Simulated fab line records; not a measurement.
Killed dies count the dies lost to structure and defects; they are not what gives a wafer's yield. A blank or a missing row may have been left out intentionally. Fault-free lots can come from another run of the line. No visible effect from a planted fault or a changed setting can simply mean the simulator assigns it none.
Chamber matching :: flow sky130 :: SKY_FIELD_ISO_ETCH_17 on rie_si-01: 4 sister chambers
The step etches Si in HBr/Cl2/O2, target depth 342 nm, time 97.7 s. 4 wafers are shown with their chamber, then 9 later ones without.

WAFERS PAIRED WITH THEIR CHAMBERS
wafer: L361.5
chamber: 1
drypump_motor_current_A (A): 5.9

wafer: L363.3
chamber: 0
drypump_motor_current_A (A): 5.7

wafer: L367.1
chamber: 2
drypump_motor_current_A (A): 6.6

wafer: L367.6
chamber: 3
drypump_motor_current_A (A): 5.6

WAFERS MISSING THEIR CHAMBER
wafer: L371.3
drypump_motor_current_A (A): 5.7

wafer: L371.4
drypump_motor_current_A (A): 6.0

wafer: L371.5
drypump_motor_current_A (A): 5.6

wafer: L372.3
drypump_motor_current_A (A): 6.7

wafer: L372.4
drypump_motor_current_A (A): 5.7

wafer: L372.6
drypump_motor_current_A (A): 6.6

wafer: L375.1
drypump_motor_current_A (A): 5.7

wafer: L375.5
drypump_motor_current_A (A): 5.7

wafer: L375.6
drypump_motor_current_A (A): 5.9

WHICH CHAMBER EACH ONE RAN IN
wafer: L371.3
from the rows above: 0
in truth: 0

wafer: L371.4
from the rows above: 1
in truth: 1

wafer: L371.5
from the rows above: 3
in truth: 3

wafer: L372.3
from the rows above: 2
in truth: 2

wafer: L372.4
from the rows above: 0
in truth: 0

wafer: L372.6
from the rows above: 2
in truth: 2

wafer: L375.1
from the rows above: 0
in truth: 0

wafer: L375.5
from the rows above: 0
in truth: 0

wafer: L375.6
from the rows above: 1
in truth: 1
Correctly placed: 9 of 9. Left unplaced by these rows: 0. Wrongly placed: 0.
How it was worked out, from the rows above alone: a wafer's distance from a chamber is the root of the sum, over the readings, of the square of ((its reading less the chamber's mean) divided by the reading's scatter). The wafer belongs to the nearest chamber; if the next one is less than 2 further off, it can't be placed. For every chamber, the mean is computed from those of its wafers that are shown. The scatter (one wafer shown for each chamber): square how far every hidden wafer sits from the nearest shown wafer, average those squares and take the square root.
